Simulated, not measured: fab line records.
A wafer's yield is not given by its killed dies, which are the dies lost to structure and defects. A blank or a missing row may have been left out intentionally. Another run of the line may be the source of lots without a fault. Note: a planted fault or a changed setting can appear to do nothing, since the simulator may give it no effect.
Comparing a struck lot with a sound one || flow sky130 || 19 out of 708 route steps
Sound: the wafers L787.4, L787.5, L787.6. Wafers struck: L791.1, L791.2, L791.5. The cause comes at the end.
At each step with rows: each side's tool, then ch and its chambers, then its first start. Under that, the readings that differ: sound wafers || struck wafers || difference of the means || sigmas: that difference in standard deviations of wafers without a fault.
alike: words and numbers the same on both sides, and readings whose means are apart by under 2 such deviations; not compared: readings that were withheld, readings missing a value for some wafer, numbers with overlapping values and no deviation given by the record, and bounds like >300 which may hide the same value.
Wherever a step has rows on one side only, a row that says differs or no value, or a row with sigmas, the two part there. When numbers do not overlap yet have no deviation, they are printed without sigmas and do not part them. A reading missing from all wafers of one side parts the sides only when that side holds two or more wafers.

first, 4 steps without rows for these wafers: SKY_VT_ADJUST_PCH_SOFTBAKE_03; SKY_VT_ADJUST_PCH_EXPOSE_04 (exposes mask NWM, target cd 840 nm); SKY_VT_ADJUST_PCH_PEB_05; SKY_VT_ADJUST_PCH_DEVELOP_06 (develop time 60 s).
SKY_VT_ADJUST_PCH_OVL_MEAS_07:
  struck on overlay-01, day 12 16:47; sound on overlay-01, day 11 08:18
  alike: VT_ADJUST_PCH_OVL
next, for these wafers, 1 step has no rows: SKY_VT_ADJUST_PCH_IMPLANT_08.
SKY_VT_ADJUST_PCH_STRIP_09: strips in O2/N2.
  sound on plasma asher-04 ch 0,1, day 11 08:30; struck on plasma asher-04 ch 0,1, day 12 16:59
  alike: chamber pressure mTorr, drypump motor current A, oes product au, strip time to endpoint s
  not compared: rf hours counter h
SKY_VT_ADJUST_PCH_TW_MEAS_10:
  struck on film metro-04, day 12 17:05; sound on film metro-04, day 11 08:36
  alike: VT_ADJUST_PCH_TW
then, 4 steps without rows for these wafers: SKY_SONOS_TUNNEL_DEHYDRATE_00 (time 60 s); SKY_SONOS_TUNNEL_HMDS_01 (prime time 60 s); SKY_SONOS_TUNNEL_COAT_02 (resist thk 1140 nm); SKY_SONOS_TUNNEL_SOFTBAKE_03 (time 60 s).
SKY_SONOS_TUNNEL_EXPOSE_04: exposes mask TUNM, target cd 410 nm.
  sound on iline stepper-01 ch 0, day 11 20:13; struck on iline stepper-01 ch 0, day 13 05:56
{"reading": "model.SONOS_TUNNEL.overlay x nm (nm)", "sound": "-1.74 -1.74 -1.74", "struck": "-126.1 -126.1 -126.1", "difference": -124.4, "sigmas": ""}
  alike: mask, stage vel mm s
then, 2 steps without rows for these wafers: SKY_SONOS_TUNNEL_PEB_05; SKY_SONOS_TUNNEL_DEVELOP_06 (develop time 60 s).
SKY_SONOS_TUNNEL_CD_MEAS_07: the cd target is 410 nm.
  struck on cd sem-01, day 13 18:31; sound on cd sem-02, day 12 07:34
  alike: cd nm
SKY_SONOS_TUNNEL_OVL_MEAS_08:
  struck on overlay-02, day 13 18:38; sound on overlay-01, day 12 07:39
{"reading": "SONOS_TUNNEL_OVL (nm)", "sound": "-2.8 -2.2 -2.6", "struck": "-129.6 -128.5 -129.8", "difference": -126.8, "sigmas": -79}
next, for these wafers, 1 step has no rows: SKY_SONOS_TUNNEL_IMPLANT_09.
-- record jumps: 34 days separate the struck wafers' starts on either side; left off in module SONOS_TUNNEL, taken up again in module PAD_OPEN, whose first shown step is the route's number 708 --
SKY_PAD_OPEN_PROBE_99:
  struck on prober-01, day 47 18:17; sound on prober-02, day 46 14:11
{"reading": "killed at front end", "sound": "17 16 19", "struck": "41 46", "difference": "+26", "sigmas": "+5"}
{"reading": "killed dies", "sound": "85 95 99", "struck": "113 115", "difference": "+21", "sigmas": "+2"}
{"reading": "model.etest.sonos erased.drive ua um", "sound": "173.6 217.2 184.2", "struck": "121.4 110.1", "difference": -75.9, "sigmas": ""}
{"reading": "model.etest.sonos uncharged.r on ohm um", "sound": "804.9 796.8 805.2", "struck": "775.4 791.1", "difference": -19.0, "sigmas": ""}
{"reading": "model.etest.sonos programmed.off log10 a um", "sound": "-14.01 -13.98 -13.93", "struck": "-12.82 -13.26", "difference": "+0.93", "sigmas": ""}
{"reading": "model.etest.sonos erased.vt v (V)", "sound": "-2.277 -2.331 -2.276", "struck": "-1.432 -1.42", "difference": "+0.869", "sigmas": ""}
{"reading": "model.etest.sonos programmed.vt v (V)", "sound": "1.496 1.442 1.428", "struck": "1.264 1.338", "difference": -0.154, "sigmas": ""}
{"reading": "model.etest.sonos baked.vt v (V)", "sound": "0.9655 0.9567 0.9548", "struck": "0.7902 0.838", "difference": -0.1449, "sigmas": ""}
{"reading": "model.etest.sonos uncharged.vt v (V)", "sound": "-0.4307 -0.4426 -0.3969", "struck": "-0.5357 -0.5262", "difference": -0.1076, "sigmas": ""}
  alike: killed_at_M0_to_M3, killed_at_M4_up, killed at contacts, killed at other, killed on rim, killed open, killed short

== WHERE THEY PART ==
Last at SKY_PAD_OPEN_PROBE_99 as far as this record goes, first at SKY_SONOS_TUNNEL_OVL_MEAS_08.

WHY: whatever the simulator had introduced
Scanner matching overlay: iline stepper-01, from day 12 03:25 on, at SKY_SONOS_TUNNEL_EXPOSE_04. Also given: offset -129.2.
